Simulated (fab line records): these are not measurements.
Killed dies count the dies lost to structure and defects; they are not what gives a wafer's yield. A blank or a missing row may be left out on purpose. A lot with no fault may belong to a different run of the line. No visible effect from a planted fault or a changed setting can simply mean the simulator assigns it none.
The tool behind it: which one? :: flow sky130 :: 31 wafers from 11 lots sampled at 6 of the route's 708 steps

WHAT THE GAUGES SHOWED, per wafer
SKY_FIELD_ISO_THK_MEAS_02. Usual: for FIELD_ISO_OXIDATION_00_THK the level is 12.16 nm and the standard deviation is 0.2.
lot: L948
measured: day 2 02:59
on: film-metro-04
FIELD_ISO_OXIDATION_00_THK (nm): 12.49 12.39 12.61
flag: 

lot: L950
measured: day 2 13:38
on: film-metro-03
FIELD_ISO_OXIDATION_00_THK (nm): 11.91 11.74 11.89
flag: 

lot: L951
measured: day 2 17:57
on: film-metro-01
FIELD_ISO_OXIDATION_00_THK (nm): 12.23 12.21 12.19
flag: 

lot: L952
measured: day 2 22:53
on: film-metro-03
FIELD_ISO_OXIDATION_00_THK (nm): 12.49 12.26 12.26
flag: 

lot: L956
measured: day 3 19:37
on: film-metro-03
FIELD_ISO_OXIDATION_00_THK (nm): 11.99 11.83 11.96
flag: 

lot: L962
measured: day 5 00:38
on: film-metro-04
FIELD_ISO_OXIDATION_00_THK (nm): 12.16 12.32
flag: 

lot: L964
measured: day 5 12:34
on: film-metro-01
FIELD_ISO_OXIDATION_00_THK (nm): 12.03 12.00
flag: 

lot: L965
measured: day 5 16:33
on: film-metro-04
FIELD_ISO_OXIDATION_00_THK (nm): 12.10 11.96 12.13
flag: 

lot: L966
measured: day 5 22:41
on: film-metro-01
FIELD_ISO_OXIDATION_00_THK (nm): 12.13 12.27 12.10
flag: 

lot: L967
measured: day 6 03:05
on: film-metro-01
FIELD_ISO_OXIDATION_00_THK (nm): 12.31 12.16 12.08
flag: 

lot: L968
measured: day 6 06:38
on: film-metro-01
FIELD_ISO_OXIDATION_00_THK (nm): 12.37 12.51 12.50
flag: 

SKY_NWELL_RS_MEAS_29: the measuring method here is four-point-probe. Usual: for NWELL_RS the level is 625.5 ohm/sq and the standard deviation is 1.6.
lot: L948
measured: day 5 23:10
on: film-metro-02
NWELL_RS (ohm/sq): 623.8 622.4 623.8
flag: 

lot: L950
measured: day 6 12:38
on: film-metro-02
NWELL_RS (ohm/sq): 624.3 624.5 624.5
flag: 

lot: L951
measured: day 6 21:31
on: film-metro-01
NWELL_RS (ohm/sq): 627.6 627.6 626.1
flag: 

lot: L952
measured: day 7 01:27
on: film-metro-02
NWELL_RS (ohm/sq): 621.8 622.5 622.3
flag: 

lot: L956
measured: day 8 03:05
on: film-metro-01
NWELL_RS (ohm/sq): 627.5 628.6 625.2
flag: 

lot: L962
measured: day 9 18:22
on: film-metro-01
NWELL_RS (ohm/sq): 628.7 630.5
flag: 

lot: L964
measured: day 10 04:52
on: film-metro-02
NWELL_RS (ohm/sq): 624.0 623.3
flag: 

lot: L965
measured: day 10 08:22
on: film-metro-02
NWELL_RS (ohm/sq): 625.3 625.4 626.7
flag: 

lot: L966
measured: day 10 13:38
on: film-metro-02
NWELL_RS (ohm/sq): 626.3 625.4 627.0
flag: 

lot: L967
measured: day 10 22:03
on: film-metro-02
NWELL_RS (ohm/sq): 625.7 624.3 624.2
flag: 

lot: L968
measured: day 11 03:01
on: film-metro-04
NWELL_RS (ohm/sq): 625.3 625.4 626.5
flag: 

SKY_LOCAL_INTERCONNECT_RS_MEAS_01: the measuring method here is four-point-probe. Usual: for LOCAL_INTERCONNECT_TIN_RS the level is 14.18 ohm/sq and the standard deviation is 0.17.
lot: L948
measured: day 29 19:53
on: film-metro-02
LOCAL_INTERCONNECT_TIN_RS (ohm/sq): 14.30 14.00 14.22
flag: 

lot: L950
measured: day 30 22:37
on: film-metro-02
LOCAL_INTERCONNECT_TIN_RS (ohm/sq): 13.81 13.99 14.13
flag: 

lot: L951
measured: day 31 09:06
on: film-metro-03
LOCAL_INTERCONNECT_TIN_RS (ohm/sq): 14.29 14.35 14.36
flag: 

lot: L952
measured: day 31 16:14
on: film-metro-03
LOCAL_INTERCONNECT_TIN_RS (ohm/sq): 14.15 14.22 14.08
flag: 

lot: L956
measured: day 33 00:31
on: film-metro-03
LOCAL_INTERCONNECT_TIN_RS (ohm/sq): 13.91 13.90 13.84
flag: 

lot: L962
measured: day 35 02:05
on: film-metro-01
LOCAL_INTERCONNECT_TIN_RS (ohm/sq): 7.18 14.23
flag: OFF

lot: L964
measured: day 35 16:40
on: film-metro-01
LOCAL_INTERCONNECT_TIN_RS (ohm/sq): 7.15 14.19
flag: OFF

lot: L965
measured: day 35 13:41
on: film-metro-03
LOCAL_INTERCONNECT_TIN_RS (ohm/sq): 13.98 14.00 13.96
flag: 

lot: L966
measured: day 35 18:50
on: film-metro-01
LOCAL_INTERCONNECT_TIN_RS (ohm/sq): 14.17 13.99 14.11
flag: 

lot: L967
measured: day 36 07:49
on: film-metro-02
LOCAL_INTERCONNECT_TIN_RS (ohm/sq): 14.12 14.35 14.20
flag: 

lot: L968
measured: day 36 10:51
on: film-metro-02
LOCAL_INTERCONNECT_TIN_RS (ohm/sq): 14.35 14.12 14.23
flag: 

SKY_LOCAL_INTERCONNECT_THK_MEAS_02: measures by xrf. Usual: for LOCAL_INTERCONNECT_TIN_THK the level is 98.5 nm and the standard deviation is 1.1.
lot: L948
measured: day 29 20:01
on: film-metro-02
LOCAL_INTERCONNECT_TIN_THK (nm): 97.5 99.5 98.0
flag: 

lot: L950
measured: day 30 22:43
on: film-metro-02
LOCAL_INTERCONNECT_TIN_THK (nm): 100.8 99.6 98.1
flag: 

lot: L951
measured: day 31 09:13
on: film-metro-03
LOCAL_INTERCONNECT_TIN_THK (nm): 97.7 97.5 97.3
flag: 

lot: L952
measured: day 31 16:20
on: film-metro-03
LOCAL_INTERCONNECT_TIN_THK (nm): 98.4 97.9 98.8
flag: 

lot: L956
measured: day 33 00:37
on: film-metro-03
LOCAL_INTERCONNECT_TIN_THK (nm): 99.8 99.8 100.0
flag: 

lot: L962
measured: day 35 02:13
on: film-metro-01
LOCAL_INTERCONNECT_TIN_THK (nm): 190.1 99.2
flag: OFF

lot: L964
measured: day 35 16:44
on: film-metro-01
LOCAL_INTERCONNECT_TIN_THK (nm): 190.1 98.3
flag: OFF

lot: L965
measured: day 35 13:48
on: film-metro-03
LOCAL_INTERCONNECT_TIN_THK (nm): 99.4 99.1 100.0
flag: 

lot: L966
measured: day 35 18:57
on: film-metro-01
LOCAL_INTERCONNECT_TIN_THK (nm): 99.2 100.0 99.2
flag: 

lot: L967
measured: day 36 07:56
on: film-metro-02
LOCAL_INTERCONNECT_TIN_THK (nm): 99.0 97.5 98.8
flag: 

lot: L968
measured: day 36 10:58
on: film-metro-02
LOCAL_INTERCONNECT_TIN_THK (nm): 97.1 99.2 98.1
flag: 

TOOL THAT RAN EACH LOT (tool first, then ch and the chambers of the sampled wafers, then the start)
lot: L948
SKY_NWELL_RTA_28: rtp-anneal-01 ch 0, day 5 23:04
SKY_LOCAL_INTERCONNECT_SPUTTER_00: pvd-sputter-02, day 29 19:50

lot: L950
SKY_NWELL_RTA_28: rtp-anneal-02 ch 0, day 6 12:31
SKY_LOCAL_INTERCONNECT_SPUTTER_00: pvd-sputter-02, day 30 22:32

lot: L951
SKY_NWELL_RTA_28: rtp-anneal-01 ch 0, day 6 21:25
SKY_LOCAL_INTERCONNECT_SPUTTER_00: pvd-sputter-02, day 31 09:02

lot: L952
SKY_NWELL_RTA_28: rtp-anneal-02 ch 0, day 7 01:20
SKY_LOCAL_INTERCONNECT_SPUTTER_00: pvd-sputter-02, day 31 16:08

lot: L956
SKY_NWELL_RTA_28: rtp-anneal-02 ch 0, day 8 02:58
SKY_LOCAL_INTERCONNECT_SPUTTER_00: pvd-sputter-02, day 33 00:26

lot: L962
SKY_NWELL_RTA_28: rtp-anneal-02 ch 0, day 9 18:16
SKY_LOCAL_INTERCONNECT_SPUTTER_00: pvd-sputter-02, day 35 02:02

lot: L964
SKY_NWELL_RTA_28: rtp-anneal-02 ch 0, day 10 04:46
SKY_LOCAL_INTERCONNECT_SPUTTER_00: pvd-sputter-02, day 35 16:33

lot: L965
SKY_NWELL_RTA_28: rtp-anneal-01 ch 0, day 10 08:16
SKY_LOCAL_INTERCONNECT_SPUTTER_00: pvd-sputter-03, day 35 13:37

lot: L966
SKY_NWELL_RTA_28: rtp-anneal-01 ch 0, day 10 13:32
SKY_LOCAL_INTERCONNECT_SPUTTER_00: pvd-sputter-03, day 35 18:46

lot: L967
SKY_NWELL_RTA_28: rtp-anneal-01 ch 0, day 10 21:57
SKY_LOCAL_INTERCONNECT_SPUTTER_00: pvd-sputter-04, day 36 07:45

lot: L968
SKY_NWELL_RTA_28: rtp-anneal-02 ch 0, day 11 02:55
SKY_LOCAL_INTERCONNECT_SPUTTER_00: pvd-sputter-04, day 36 10:47
- SKY_NWELL_RTA_28: time 30 s.
- SKY_LOCAL_INTERCONNECT_SPUTTER_00: material TiN, target thk 100 nm, time 83.3 s.

WHAT THE TOOLS THEMSELVES READ (means of the sampled wafers that have a number; where no wafer has one, the mark that the record gives instead)
SKY_NWELL_RTA_28. Usual: lamp-power-pct 25.31 %, standard deviation 0.049; wafer_temp_C_max 1055.0, standard deviation 1.1.
lot: L948
tool: rtp-anneal-01
lamp-power-pct (%): 25.33
wafer_temp_C_max: 1054.5
flag: 

lot: L950
tool: rtp-anneal-02
lamp-power-pct (%): 25.31
wafer_temp_C_max: 1054.4
flag: 

lot: L951
tool: rtp-anneal-01
lamp-power-pct (%): 25.28
wafer_temp_C_max: 1054.3
flag: 

lot: L952
tool: rtp-anneal-02
lamp-power-pct (%): 25.30
wafer_temp_C_max: 1055.0
flag: 

lot: L956
tool: rtp-anneal-02
lamp-power-pct (%): 25.29
wafer_temp_C_max: 1054.0
flag: 

lot: L962
tool: rtp-anneal-02
lamp-power-pct (%): 25.34
wafer_temp_C_max: 1054.0
flag: 

lot: L964
tool: rtp-anneal-02
lamp-power-pct (%): 25.31
wafer_temp_C_max: 1054.8
flag: 

lot: L965
tool: rtp-anneal-01
lamp-power-pct (%): 25.28
wafer_temp_C_max: 1054.7
flag: 

lot: L966
tool: rtp-anneal-01
lamp-power-pct (%): 25.33
wafer_temp_C_max: 1056.3
flag: 

lot: L967
tool: rtp-anneal-01
lamp-power-pct (%): 25.35
wafer_temp_C_max: 1055.4
flag: 

lot: L968
tool: rtp-anneal-02
lamp-power-pct (%): 25.32
wafer_temp_C_max: 1055.2
flag: 

SKY_LOCAL_INTERCONNECT_SPUTTER_00. Usual: chamber-pressure-pa 0.4000 Pa, standard deviation 0.00079; throttle-valve-pct 30.7 %, standard deviation 1.2.
lot: L948
tool: pvd-sputter-02
chamber-pressure-pa (Pa): 0.3994
throttle-valve-pct (%): 30.6
flag: 

lot: L950
tool: pvd-sputter-02
chamber-pressure-pa (Pa): 0.3996
throttle-valve-pct (%): 29.8
flag: 

lot: L951
tool: pvd-sputter-02
chamber-pressure-pa (Pa): 0.4000
throttle-valve-pct (%): 31.1
flag: 

lot: L952
tool: pvd-sputter-02
chamber-pressure-pa (Pa): 0.4001
throttle-valve-pct (%): 31.4
flag: 

lot: L956
tool: pvd-sputter-02
chamber-pressure-pa (Pa): 0.3998
throttle-valve-pct (%): 30.5
flag: 

lot: L962
tool: pvd-sputter-02
chamber-pressure-pa (Pa): 0.3999
throttle-valve-pct (%): 30.5
flag: 

lot: L964
tool: pvd-sputter-02
chamber-pressure-pa (Pa): 0.4002
throttle-valve-pct (%): 31.0
flag: 

lot: L965
tool: pvd-sputter-03
chamber-pressure-pa (Pa): 0.3990
throttle-valve-pct (%): 30.3
flag: 

lot: L966
tool: pvd-sputter-03
chamber-pressure-pa (Pa): 0.4001
throttle-valve-pct (%): 30.2
flag: 

lot: L967
tool: pvd-sputter-04
chamber-pressure-pa (Pa): 0.3991
throttle-valve-pct (%): 30.2
flag: 

lot: L968
tool: pvd-sputter-04
chamber-pressure-pa (Pa): 0.3995
throttle-valve-pct (%): 30.5
flag: 

THE ANSWER, worked out from the rows above alone
Rule: a lot counts as off when the mean over its wafers that have a number is more than 3 standard deviations away from the usual mean. Also off: a lot with no number at a reading for which 4 or more lots have one. All remaining lots with rows at the step are treated as sound. The gauges are gone through in route order, then the tools' own readings, and for those a lot's mean is taken as printed above. At the first step where some lot is off, the reading lying furthest off is the one used; lots without a number count as furthest.
Off: L962, L964, seen at SKY_LOCAL_INTERCONNECT_RS_MEAS_01 (LOCAL_INTERCONNECT_TIN_RS).
If a tool, at a process step before that reading, ran all the lots that are off and no sound lot after the first of them, it fits. Gauges at SKY_LOCAL_INTERCONNECT_RS_MEAS_01: tried the same way as those tools. One candidate fits, namely pvd-sputter-02 at SKY_LOCAL_INTERCONNECT_SPUTTER_00. A fault onset in the window from L956 (day 33 00:26, its last sound lot) to L962 (day 35 02:02, its first lot off) fits.

WHAT HAD BEEN PUT IN BY THE SIMULATOR
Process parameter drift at SKY_LOCAL_INTERCONNECT_SPUTTER_00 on pvd-sputter-02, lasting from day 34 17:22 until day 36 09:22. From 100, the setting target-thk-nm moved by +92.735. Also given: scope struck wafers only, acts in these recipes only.
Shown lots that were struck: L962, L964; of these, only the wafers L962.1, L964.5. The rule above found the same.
